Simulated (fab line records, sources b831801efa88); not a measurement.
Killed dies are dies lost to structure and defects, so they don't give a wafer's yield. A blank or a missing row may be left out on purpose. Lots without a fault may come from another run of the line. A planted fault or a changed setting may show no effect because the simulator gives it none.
fab line records | flow sky130
record lots=5 wafers=23
route steps=708 shown VT_ADJUST_HVTR@140 SONOS_TUNNEL@160 SONOS_ONO@178 GATE_OXIDE@188 RES_PROTECT@208 POLY_GATE@213 LDD_N@246 LDD_P@257 LDD_HVN@275 LDD_HVP@281 LDD_LDN@298
start_h: hours from the record's first day to the start of the lot's first wafer shown | wait_h: hours since the lot's step before | " the same as in the row above | L1.1+2: a row that stands for several wafers | - no value, or no start given | * or withheld: withheld | < > ~ a bound
route shown NAME@n: a module of which the file shows steps, and the number in the route of the first | usual: mean/standard deviation of fault-free wafers | same: alike in all rows | chamber/n: place in a boat | sites: the reading at each site | _std_site: their standard deviation | _edge_site: outer sites' mean less inner sites' | radius_mm: how far each site lies from the wafer's centre | mask NAME#n: copy n | behind: the tool/chamber that last shaped the wafer | hold: why the lot was held/for how many hours/how that ended | device: the transistor (n, p or np) that didn't switch | end of line: the same wafers' tests at the end of the route | a step without rows: its recipe alone | killed: dies lost to structure and defects at the first sort, not the wafer's yield | map: a wafer's dies, x killed, . not, _ none there
set.NAME: the setting as run; set.NAME@STEP: as run at that earlier step | model.NAME: the simulator's own value behind a step, which no gauge read
lots whose settings were changed on purpose; a table a step, a row a wafer
## steps
# step SKY_VT_ADJUST_HVTR_IMPLANT_09
# recipe species=B energy_kev=10 dose_cm2=2.1e+12 tilt_deg=withheld
# columns lot.wafer tool chamber start_h wait_h set.dose_cm2
L074.1+2+3+4+6 implanter-04 0 202.38 0.0 2.1e+12
L075.1+5+6 implanter-01 0 215.23 0.0 2.1e+12
L075.3+4 " 0 " " 2.008e+12
L076.1+3+6 implanter-01 0 220.47 0.0 2.149e+12
L076.2+5 " 0 " " 2.1e+12
L077.1+2 implanter-01 0 226.93 0.0 2.156e+12
L077.3+4+6 " 0 " " 2.1e+12
L081.1+2+3 implanter-04 0 264.12 0.0 2.1e+12
# step SKY_VT_ADJUST_HVTR_STRIP_10
# recipe chemistry=O2/N2 power_w=1400 pressure_mtorr=1500 platen_temp_c=withheld o2_flow_sccm=3000 n2_flow_sccm=300 overash_fraction=0.5
# usual strip_time_to_endpoint_s=14.18/0.055
# columns lot.wafer tool chamber start_h wait_h set.resist_thk_nm@VT_ADJUST_HVTR_COAT_02 strip_time_to_endpoint_s
L074.1 plasma_asher-02 1 202.53 0.1 1104 13.76
L074.2 " 0 " " 1140 14.15
L074.3 " 1 " " 1104 13.75
L074.4 " 0 " " 1140 14.17
L074.6 " 1 " " 1104 13.75
L075.1 plasma_asher-02 0 215.38 0.1 1140 14.17
L075.3 " 0 " " 1087 13.52
L075.4 " 1 " " 1140 14.16
L075.5 " 1 " " 1140 14.21
L075.6 " 0 " " 1087 13.55
L076.1 plasma_asher-02 0 220.62 0.1 1196 14.84
L076.2 " 1 " " 1140 14.25
L076.3 " 1 " " 1140 14.22
L076.5 " 0 " " 1140 14.23
L076.6 " 1 " " 1196 14.85
L077.1 plasma_asher-01 1 227.08 0.1 1140 14.03
L077.2 " 0 " " 1140 14.16
L077.3 " 0 " " 1140 14.10
L077.4 " 1 " " 1140 14.10
L077.6 " 1 " " 1140 14.08
L081.1 plasma_asher-04 1 264.27 0.1 1140 14.13
L081.2 " 0 " " 1140 14.18
L081.3 " 1 " " 1140 14.11
# step SKY_SONOS_TUNNEL_DEVELOP_06
# recipe resist=NOVOLAK developer=TMAH develop_time_s=60 dev_temp_c=23
# columns lot.wafer tool chamber start_h wait_h set.develop_time_s
L074.1+4 litho_track-04 0 247.82 0.1 67.47
L074.2+3+6 " 0 " " 60
L075.1+5 litho_track-03 0 260.44 0.1 60
L075.3+4+6 " 0 " " 56.73
L076.1+2+3+5+6 litho_track-02 0 265.91 0.1 60
L077.1+3+6 litho_track-03 0 272.64 0.1 67.83
L077.2+4 " 0 " " 60
L081.1+2+3 litho_track-02 0 312.81 0.1 60
# step SKY_SONOS_TUNNEL_CD_MEAS_07
# recipe target_cd_nm=410
# usual cd_nm=410.9/2.4
# columns lot.wafer tool chamber start_h wait_h set.develop_time_s@SONOS_TUNNEL_DEVELOP_06 cd_nm
L074.1 cd_sem-02 - 247.97 0.1 67.47 418.6
L074.2 " - " " 60 404.0
L074.3 " - " " 60 404.6
L074.4 " - " " 67.47 416.4
L074.6 " - " " 60 406.9
L075.1 cd_sem-02 - 260.59 0.1 60 413.3
L075.3 " - " " 56.73 405.3
L075.4 " - " " 56.73 409.0
L075.5 " - " " 60 412.2
L075.6 " - " " 56.73 406.4
L076.1 cd_sem-01 - 266.06 0.1 60 412.9
L076.2 " - " " 60 413.4
L076.3 " - " " 60 414.7
L076.5 " - " " 60 412.0
L076.6 " - " " 60 412.0
L077.1 cd_sem-02 - 272.79 0.1 67.83 419.4
L077.2 " - " " 60 411.1
L077.3 " - " " 67.83 422.4
L077.4 " - " " 60 408.9
L077.6 " - " " 67.83 420.7
L081.1 cd_sem-01 - 312.96 0.1 60 407.8
L081.2 " - " " 60 409.3
L081.3 " - " " 60 412.1
# step SKY_SONOS_ONO_EXPOSE_10
# recipe mask_id=ONOM target_cd_nm=410 na=0.6 source_shape=conventional sigma_outer=0.6 dose_mj=150
# columns lot.wafer tool chamber start_h wait_h mask set.dose_mj
L074.1+2+4 iline_stepper-01 0 - - ONOM#0 154.9
L074.3+6 " 0 " " ONOM#0 150
L075.1+4+6 iline_stepper-02 0 - - ONOM#0 150
L075.3+5 " 0 " " ONOM#0 145.6
L076.1+2 iline_stepper-01 0 - - ONOM#0 143.5
L076.3+5+6 " 0 " " ONOM#0 150
L077.1+2+3+4+6 iline_stepper-02 0 - - ONOM#0 150
L081.1+2+3 iline_stepper-02 0 - - ONOM#0 150
# step SKY_SONOS_ONO_PEB_11
# recipe temp_c=withheld time_s=* resist=NOVOLAK
# step SKY_SONOS_ONO_DEVELOP_12
# recipe develop_time_s=60 dev_temp_c=23
# step SKY_SONOS_ONO_CD_MEAS_13
# recipe target_cd_nm=410
# usual cd_nm=410.4/2.1
# columns lot.wafer tool chamber start_h wait_h set.dose_mj@SONOS_ONO_EXPOSE_10 cd_nm
L074.1 cd_sem-02 - 278.97 0.1 154.9 401.4
L074.2 " - " " 154.9 400.4
L074.3 " - " " 150 411.7
L074.4 " - " " 154.9 399.8
L074.6 " - " " 150 410.5
L075.1 cd_sem-01 - 292.32 0.1 150 409.6
L075.3 " - " " 145.6 422.1
L075.4 " - " " 150 410.5
L075.5 " - " " 145.6 421.0
L075.6 " - " " 150 412.2
L076.1 cd_sem-02 - 298.64 0.1 143.5 422.8
L076.2 " - " " 143.5 421.1
L076.3 " - " " 150 409.2
L076.5 " - " " 150 407.3
L076.6 " - " " 150 408.9
L077.1 cd_sem-01 - 302.34 0.1 150 406.3
L077.2 " - " " 150 409.6
L077.3 " - " " 150 407.7
L077.4 " - " " 150 408.1
L077.6 " - " " 150 410.8
L081.1 cd_sem-01 - 344.74 0.1 150 414.2
L081.2 " - " " 150 415.0
L081.3 " - " " 150 415.5
# step SKY_SONOS_ONO_ETCH_15
# recipe target_depth_nm=19.52 chemistry=CHF3/O2 source_w=600 bias_w=200 pressure_mtorr=40 chf3_flow_sccm=50 O2_flow_sccm=5 time_s=7.8
# columns lot.wafer tool chamber start_h wait_h set.dose_mj@SONOS_ONO_EXPOSE_10 model.SONOS_ONO.cd_nm
L074.1 rie_diel-02 1 279.13 0.0 154.9 401.2
L074.2 " 2 " " 154.9 399.6
L074.3 " 0 " " 150 411.6
L074.4 " 1 " " 154.9 399.4
L074.6 " 0 " " 150 410.5
L075.1 rie_diel-03 0 292.48 0.0 150 409.2
L075.3 " 1 " " 145.6 421.9
L075.4 " 3 " " 150 410.5
L075.5 " 1 " " 145.6 420.7
L075.6 " 2 " " 150 412.4
L076.1 rie_diel-03 2 298.79 0.0 143.5 422.7
L076.2 " 3 " " 143.5 421.5
L076.3 " 0 " " 150 408.8
L076.5 " 3 " " 150 407.6
L076.6 " 2 " " 150 409.2
L077.1 rie_diel-01 1 302.49 0.0 150 406.3
L077.2 " 3 " " 150 409.7
L077.3 " 2 " " 150 407.8
L077.4 " 0 " " 150 408.3
L077.6 " 3 " " 150 410.9
L081.1 rie_diel-01 0 344.89 0.0 150 414.2
L081.2 " 1 " " 150 415
L081.3 " 2 " " 150 415.2
# step SKY_GATE_OXIDE_OXIDATION_01
# recipe temp_c=900 ambient=O2 stabilise_s=600 purge_s=300 target_thk_a=102.68 ox_time_s=1473
# columns lot.wafer tool chamber start_h wait_h set.ox_time_s model.SiO2_of_GATE_OXIDE_OXIDATION_01.thk_nm
L074.1 - - - 0.0 1610 10.5
L074.2 " - " " 1610 10.61
L074.3 " - " " 1610 10.63
L074.4 " - " " 1610 10.65
L074.6 " - " " 1610 10.69
L075.1 - - - 1.6 1567 10.71
L075.3+6 " - " " 1567 10.67
L075.4 " - " " 1567 10.72
L075.5 " - " " 1567 10.64
L076.1 - - - 0.8 1333 9.811
L076.2 " - " " 1333 10.01
L076.3 " - " " 1333 9.784
L076.5 " - " " 1333 9.78
L076.6 " - " " 1333 9.77
L077.1 - - - 2.0 1320 9.455
L077.2 " - " " 1320 9.604
L077.3 " - " " 1320 9.505
L077.4 " - " " 1320 9.661
L077.6 " - " " 1320 9.489
L081.1+2 furnace-01 0 345.22 0.0 1473 10.49
L081.3 " 0 " " 1473 10.62
# step SKY_GATE_OXIDE_IMPLANT_11
# recipe species=B energy_kev=10 dose_cm2=2.6e+12 tilt_deg=withheld
# columns lot.wafer tool chamber start_h wait_h set.energy_kev model.implant.rp_nm model.implant.drp_nm
L074.1+3+4 implanter-03 0 306.00 0.0 10.29 34.3 17.46
L074.2+6 " 0 " " 10 33.34 17.11
L075.1+3+4 implanter-02 0 321.25 0.0 10 33.57 17.11
L075.5+6 " 0 " " 10.49 35.19 17.69
L076.1+2+3+5+6 implanter-02 0 326.61 0.0 10 33.2 17.11
L077.1+2+3+4+6 implanter-03 0 331.95 0.0 10 33.14 17.11
L081.1+2+3 implanter-04 0 374.60 0.0 10 32.81 17.11
# step SKY_RES_PROTECT_COAT_02
# recipe resist=NOVOLAK spin_rpm=3000 resist_thk_nm=1140
# columns lot.wafer tool chamber start_h wait_h set.resist_thk_nm model.NOVOLAK_of_RES_PROTECT_COAT_02.thk_nm
L074.1 litho_track-02 0 322.61 0.1 1140 1141
L074.2 " 0 " " 1089 1090
L074.3+4 " 0 " " 1089 1088
L074.6 " 0 " " 1140 1140
L075.1 litho_track-02 0 339.26 0.1 1140 1144
L075.3 " 0 " " 1104 1102
L075.4 " 0 " " 1140 1146
L075.5 " 0 " " 1104 1108
L075.6 " 0 " " 1104 1104
L076.1 litho_track-01 0 343.01 0.1 1198 1197
L076.2 " 0 " " 1198 1195
L076.3 " 0 " " 1140 1140
L076.5 " 0 " " 1198 1196
L076.6 " 0 " " 1140 1137
L077.1+4 litho_track-02 0 348.46 0.1 1084 1085
L077.2 " 0 " " 1084 1084
L077.3 " 0 " " 1140 1141
L077.6 " 0 " " 1140 1140
L081.1 litho_track-02 0 392.41 0.1 1140 1144
L081.2 " 0 " " 1140 1139
L081.3 " 0 " " 1140 1143
# step SKY_POLY_GATE_IMPLANT_02
# recipe species=P energy_kev=30 dose_cm2=7.7e+15 tilt_deg=0
# columns lot.wafer tool chamber start_h wait_h set.dose_cm2
L074.1+2+3+4+6 implanter-01 0 336.19 0.1 7.7e+15
L075.1+3+4+5+6 implanter-03 0 353.49 0.1 7.7e+15
L076.1+2+6 implanter-01 0 356.91 0.1 7.379e+15
L076.3+5 " 0 " " 7.7e+15
L077.1+3 implanter-01 0 363.51 0.1 7.7e+15
L077.2+4+6 " 0 " " 8.168e+15
L081.1+2+3 implanter-03 0 406.81 0.1 7.7e+15
# step SKY_RES_PROTECT_STRIP_07
# recipe chemistry=O2/N2 power_w=1400 pressure_mtorr=1500 platen_temp_c=withheld o2_flow_sccm=3000 n2_flow_sccm=300 overash_fraction=0.5
# usual strip_time_to_endpoint_s=23.30/0.043
# columns lot.wafer tool chamber start_h wait_h set.resist_thk_nm@RES_PROTECT_COAT_02 strip_time_to_endpoint_s
L074.1 plasma_asher-02 0 336.34 0.1 1140 23.29
L074.2 " 1 " " 1089 22.73
L074.3 " 0 " " 1089 22.70
L074.4 " 1 " " 1089 22.72
L074.6 " 0 " " 1140 23.31
L075.1 plasma_asher-01 1 353.64 0.1 1140 23.34
L075.3 " 1 " " 1104 22.83
L075.4 " 0 " " 1140 23.37
L075.5 " 0 " " 1104 22.91
L075.6 " 1 " " 1104 22.87
L076.1 plasma_asher-02 1 357.06 0.1 1198 23.73
L076.2 " 0 " " 1198 23.70
L076.3 " 0 " " 1140 23.30
L076.5 " 1 " " 1198 23.90
L076.6 " 0 " " 1140 23.08
L077.1 plasma_asher-02 0 363.66 0.1 1084 22.67
L077.2 " 1 " " 1084 22.90
L077.3 " 0 " " 1140 23.29
L077.4 " 1 " " 1084 22.91
L077.6 " 0 " " 1140 23.54
L081.1 plasma_asher-01 1 406.96 0.1 1140 23.35
L081.2 " 0 " " 1140 23.28
L081.3 " 1 " " 1140 23.31
# step SKY_LDD_N_IMPLANT_09
# recipe species=As energy_kev=20 dose_cm2=7.5e+13 tilt_deg=withheld rotation_deg=113
# columns lot.wafer tool chamber start_h wait_h set.energy_kev model.implant.rp_nm model.implant.drp_nm
L074.1+4 implanter-01 0 398.50 0.1 20 15.35 7.212
L074.2+3+6 " 0 " " 19.3 14.96 7.036
L075.1+4+5 implanter-03 0 418.26 0.1 20 15.54 7.212
L075.3+6 " 0 " " 18.82 14.87 6.915
L076.1+5 implanter-02 0 419.81 0.1 20 15.82 7.212
L076.2+3+6 " 0 " " 20.9 16.34 7.436
L077.1+3+4 implanter-01 0 428.21 0.1 20 16.11 7.212
L077.2+6 " 0 " " 20.53 16.42 7.344
L081.1+2+3 implanter-01 0 474.67 0.1 20 15.62 7.212
# step SKY_LDD_P_COAT_02
# recipe resist=NOVOLAK spin_rpm=3000 resist_thk_nm=1140
# columns lot.wafer tool chamber start_h wait_h set.resist_thk_nm model.NOVOLAK_of_LDD_P_COAT_02.thk_nm
L074.1 litho_track-02 0 414.46 0.1 1202 1203
L074.2 " 0 " " 1202 1209
L074.3 " 0 " " 1140 1141
L074.4+6 " 0 " " 1140 1145
L075.1 litho_track-01 0 434.56 0.1 1106 1106
L075.3 " 0 " " 1106 1109
L075.4 " 0 " " 1140 1145
L075.5 " 0 " " 1140 1142
L075.6 " 0 " " 1106 1110
L076.1+2 litho_track-02 0 436.01 0.1 1140 1133
L076.3 " 0 " " 1091 1082
L076.5 " 0 " " 1091 1087
L076.6 " 0 " " 1091 1084
L077.1 litho_track-02 0 445.11 0.1 1140 1147
L077.2 " 0 " " 1140 1148
L077.3+4+6 " 0 " " 1140 1146
L081.1 litho_track-02 0 491.46 0.1 1140 1144
L081.2 " 0 " " 1140 1143
L081.3 " 0 " " 1140 1142
# step SKY_LDD_P_DEVELOP_06
# recipe resist=NOVOLAK developer=TMAH develop_time_s=60 dev_temp_c=23
# columns lot.wafer tool chamber start_h wait_h set.dev_temp_c
L074.1+2+6 litho_track-02 0 429.66 0.1 19.49
L074.3+4 " 0 " " 23
L075.1+3+4 litho_track-01 0 449.66 0.1 23
L075.5+6 " 0 " " 21.41
L076.1+3+5 litho_track-01 0 451.56 0.1 23
L076.2+6 " 0 " " 24.41
L077.1+2+3 litho_track-01 0 460.86 0.1 19.49
L077.4+6 " 0 " " 23
L081.1+2+3 litho_track-01 0 506.96 0.1 23
# step SKY_LDD_P_IMPLANT_09
# recipe species=BF2 energy_kev=25 dose_cm2=9.91e+12 tilt_deg=withheld
# step SKY_LDD_P_STRIP_10
# recipe chemistry=O2/N2 power_w=1400 pressure_mtorr=1500 platen_temp_c=withheld o2_flow_sccm=3000 n2_flow_sccm=300 overash_fraction=0.5
# usual strip_time_to_endpoint_s=14.20/0.048
# columns lot.wafer tool chamber start_h wait_h set.resist_thk_nm@LDD_P_COAT_02 strip_time_to_endpoint_s
L074.1 plasma_asher-01 1 430.12 0.1 1202 14.89
L074.2 " 0 " " 1202 14.95
L074.3 " 0 " " 1140 14.19
L074.4 " 1 " " 1140 14.24
L074.6 " 1 " " 1140 14.23
L075.1 plasma_asher-02 1 450.12 0.1 1106 13.78
L075.3 " 1 " " 1106 13.82
L075.4 " 0 " " 1140 14.24
L075.5 " 0 " " 1140 14.19
L075.6 " 1 " " 1106 13.83
L076.1 plasma_asher-02 0 452.02 0.1 1140 14.08
L076.2 " 1 " " 1140 14.08
L076.3 " 0 " " 1091 13.50
L076.5 " 1 " " 1091 13.54
L076.6 " 0 " " 1091 13.51
L077.1 plasma_asher-02 0 461.32 0.1 1140 14.24
L077.2 " 1 " " 1140 14.28
L077.3 " 0 " " 1140 14.25
L077.4 " 1 " " 1140 14.25
L077.6 " 1 " " 1140 14.24
L081.1 plasma_asher-03 0 507.42 0.1 1140 14.21
L081.2 " 1 " " 1140 14.21
L081.3 " 1 " " 1140 14.20
# step SKY_LDD_HVN_IMPLANT_08
# recipe species=P energy_kev=60 dose_cm2=3e+13 tilt_deg=40
# columns lot.wafer tool chamber start_h wait_h set.dose_cm2
L074.1+3+6 implanter-04 0 461.62 0.0 3.179e+13
L074.2+4 " 0 " " 3e+13
L075.1+5 implanter-04 0 480.72 0.0 3e+13
L075.3+4+6 " 0 " " 3.093e+13
L076.1+2+6 implanter-04 0 483.27 0.0 3.12e+13
L076.3+5 " 0 " " 3e+13
L077.1+4 implanter-03 0 492.92 0.0 3.12e+13
L077.2+3+6 " 0 " " 3e+13
L081.1+2+3 implanter-04 0 538.37 0.0 3e+13
# step SKY_LDD_HVN_STRIP_09
# recipe chemistry=O2/N2 power_w=1400 pressure_mtorr=1500 platen_temp_c=withheld o2_flow_sccm=3000 n2_flow_sccm=300 overash_fraction=0.5
# step SKY_LDD_HVN_TW_MEAS_10
# usual LDD_HVN_TW=1423/6.7
# columns lot.wafer tool chamber start_h wait_h set.dose_cm2@LDD_HVN_IMPLANT_08 LDD_HVN_TW
L074.1 film_metro-01 - 461.87 0.1 3.179e+13 1448
L074.2 " - " " 3e+13 1426
L074.3 " - " " 3.179e+13 1449
L074.4 " - " " 3e+13 1430
L074.6 " - " " 3.179e+13 1452
L075.1 film_metro-02 - 480.97 0.1 3e+13 1418
L075.3 " - " " 3.093e+13 1429
L075.4 " - " " 3.093e+13 1424
L075.5 " - " " 3e+13 1415
L075.6 " - " " 3.093e+13 1431
L076.1 film_metro-04 - 483.52 0.1 3.12e+13 1447
L076.2 " - " " 3.12e+13 1446
L076.3 " - " " 3e+13 1425
L076.5 " - " " 3e+13 1432
L076.6 " - " " 3.12e+13 1446
L077.1 film_metro-01 - 493.17 0.1 3.12e+13 1445
L077.2 " - " " 3e+13 1421
L077.3 " - " " 3e+13 1421
L077.4 " - " " 3.12e+13 1451
L077.6 " - " " 3e+13 1415
L081.1 film_metro-02 - 538.62 0.1 3e+13 1411
L081.2 " - " " 3e+13 1415
L081.3 " - " " 3e+13 1417
# step SKY_LDD_HVP_SOFTBAKE_03
# recipe temp_c=90 time_s=60 resist=NOVOLAK
# columns lot.wafer tool chamber start_h wait_h set.temp_c
L074.1+2+3 litho_track-02 0 477.66 0.1 88.65
L074.4+6 " 0 " " 90
L075.1+4 litho_track-03 0 496.14 0.1 90
L075.3+5+6 " 0 " " 88.66
L076.1+3+6 litho_track-04 0 498.52 0.1 88.21
L076.2+5 " 0 " " 90
L077.1+2+6 litho_track-04 0 508.57 0.1 87.06
L077.3+4 " 0 " " 90
L081.1+2+3 litho_track-02 0 554.06 0.1 90
# step SKY_LDD_HVP_DEVELOP_06
# recipe resist=NOVOLAK developer=TMAH develop_time_s=60 dev_temp_c=23
# columns lot.wafer tool chamber start_h wait_h set.develop_time_s set.temp_c@LDD_HVP_SOFTBAKE_03 model.NOVOLAK_of_LDD_HVP_COAT_02.thk_nm
L074.1 litho_track-04 0 493.22 0.1 60 88.65 300.6
L074.2 " 0 " " 60 88.65 299.3
L074.3 " 0 " " 60 88.65 300.5
L074.4 " 0 " " 60 90 299
L074.6 " 0 " " 60 90 299.2
L075.1 litho_track-04 0 512.27 0.1 55.56 90 299.8
L075.3 " 0 " " 60 88.66 300.9
L075.4 " 0 " " 60 90 300
L075.5 " 0 " " 55.56 88.66 301.1
L075.6 " 0 " " 55.56 88.66 301.6
L076.1 litho_track-03 0 514.14 0.1 60 88.21 304.2
L076.2 " 0 " " 68.23 90 301.2
L076.3 " 0 " " 68.23 88.21 303.2
L076.5 " 0 " " 60 90 302.4
L076.6 " 0 " " 60 88.21 303.2
L077.1 litho_track-03 0 523.94 0.1 60 87.06 303.7
L077.2 " 0 " " 60 87.06 304.5
L077.3 " 0 " " 64.38 90 301.2
L077.4 " 0 " " 60 90 301.5
L077.6 " 0 " " 64.38 87.06 304.2
L081.1 litho_track-04 0 568.62 0.1 60 90 300.5
L081.2 " 0 " " 60 90 301
L081.3 " 0 " " 60 90 300.8
# step SKY_LDD_LDN_IMPLANT_09
# recipe species=As energy_kev=15 dose_cm2=1.25e+13 tilt_deg=withheld rotation_deg=113
# columns lot.wafer tool chamber start_h wait_h set.energy_kev model.implant.drp_nm
L074.1+3 implanter-01 0 524.92 0.1 15 5.933
L074.2+4+6 " 0 " " 14.2 5.713
L075.1+3+4+5+6 implanter-03 0 544.25 0.1 15 5.933
L076.1+3 implanter-03 0 546.06 0.1 15 5.933
L076.2+5+6 " 0 " " 14.24 5.724
L077.1+2+3+4+6 implanter-01 0 555.32 0.1 15 5.933
L081.1+2+3 implanter-03 0 598.36 0.1 15 5.933
# step SKY_LDD_LDN_IMPLANT_11
# recipe species=As energy_kev=15 dose_cm2=1.25e+13 tilt_deg=withheld rotation_deg=293
# columns lot.wafer tool chamber start_h wait_h set.energy_kev model.implant.rp_nm model.implant.drp_nm
L074.1+2+3+4+6 implanter-01 0 525.22 0.1 15 12.67 5.933
L075.1+3+4+5+6 implanter-03 0 544.55 0.1 15 12.54 5.933
L076.1+2+5 implanter-03 0 546.36 0.1 15.81 13.24 6.146
L076.3+6 " 0 " " 15 12.76 5.933
L077.1+4+6 implanter-01 0 555.62 0.1 15.52 12.61 6.07
L077.2+3 " 0 " " 15 12.31 5.933
L081.1+2+3 implanter-03 0 598.66 0.1 15 12.73 5.933
## key
split step=SKY_VT_ADJUST_HVTR_IMPLANT_09 setting=dose_cm2 stated=2.1e+12 by=wafer
response none clear
split step=SKY_SONOS_TUNNEL_DEVELOP_06 setting=develop_time_s stated=60 by=wafer
response step=SKY_SONOS_TUNNEL_CD_MEAS_07 reading=cd_nm change=+0.922 per=1% r=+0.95
split step=SKY_SONOS_ONO_EXPOSE_10 setting=dose_mj stated=150 by=wafer
response step=SKY_SONOS_ONO_CD_MEAS_13 reading=cd_nm change=-3.27 per=1% r=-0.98
response step=SKY_SONOS_ONO_ETCH_15 reading=model.SONOS_ONO.cd_nm change=-3.3 per=1% r=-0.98
split step=SKY_GATE_OXIDE_OXIDATION_01 setting=ox_time_s stated=1473 by=lot
response step=SKY_GATE_OXIDE_OXIDATION_01 reading=model.SiO2_of_GATE_OXIDE_OXIDATION_01.thk_nm change=+0.0539 per=1% r=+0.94
split step=SKY_GATE_OXIDE_IMPLANT_11 setting=energy_kev stated=10 by=wafer
response step=SKY_GATE_OXIDE_IMPLANT_11 reading=model.implant.rp_nm change=+0.33 per=1% r=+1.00
response step=SKY_GATE_OXIDE_IMPLANT_11 reading=model.implant.drp_nm change=+0.118 per=1% r=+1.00
split step=SKY_RES_PROTECT_COAT_02 setting=resist_thk_nm stated=1140 by=wafer
response step=SKY_RES_PROTECT_COAT_02 reading=model.NOVOLAK_of_RES_PROTECT_COAT_02.thk_nm change=+11.6 per=1% r=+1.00
response step=SKY_RES_PROTECT_STRIP_07 reading=strip_time_to_endpoint_s change=* per=1% r=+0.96
split step=SKY_POLY_GATE_IMPLANT_02 setting=dose_cm2 stated=7.7e+15 by=wafer
response none clear
split step=SKY_LDD_N_IMPLANT_09 setting=energy_kev stated=20 by=wafer
response step=SKY_LDD_N_IMPLANT_09 reading=model.implant.rp_nm change=+0.114 per=1% r=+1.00
response step=SKY_LDD_N_IMPLANT_09 reading=model.implant.drp_nm change=+0.05 per=1% r=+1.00
split step=SKY_LDD_P_COAT_02 setting=resist_thk_nm stated=1140 by=wafer
response step=SKY_LDD_P_COAT_02 reading=model.NOVOLAK_of_LDD_P_COAT_02.thk_nm change=+11.5 per=1% r=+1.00
response step=SKY_LDD_P_STRIP_10 reading=strip_time_to_endpoint_s change=* per=1% r=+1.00
split step=SKY_LDD_P_DEVELOP_06 setting=dev_temp_c stated=23 by=wafer
response none clear
split step=SKY_LDD_HVN_IMPLANT_08 setting=dose_cm2 stated=3e+13 by=wafer
response step=SKY_LDD_HVN_TW_MEAS_10 reading=LDD_HVN_TW change=+4.55 per=1% r=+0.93
split step=SKY_LDD_HVP_SOFTBAKE_03 setting=temp_c stated=90 by=wafer
response step=SKY_LDD_HVP_DEVELOP_06 reading=model.NOVOLAK_of_LDD_HVP_COAT_02.thk_nm change=-0.845 per=1% r=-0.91
split step=SKY_LDD_HVP_DEVELOP_06 setting=develop_time_s stated=60 by=wafer
response none clear
split step=SKY_LDD_LDN_IMPLANT_09 setting=energy_kev stated=15 by=wafer
response step=SKY_LDD_LDN_IMPLANT_09 reading=model.implant.drp_nm change=+0.0413 per=1% r=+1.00
split step=SKY_LDD_LDN_IMPLANT_11 setting=energy_kev stated=15 by=wafer
response step=SKY_LDD_LDN_IMPLANT_11 reading=model.implant.rp_nm change=+0.0884 per=1% r=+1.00
response step=SKY_LDD_LDN_IMPLANT_11 reading=model.implant.drp_nm change=+0.0394 per=1% r=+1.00
split outside_this_file step=SKY_VT_ADJUST_HVTR_COAT_02 setting=resist_thk_nm
# split outside_this_file: this setting was split too, and the file shows its column; the key of that split is in another file
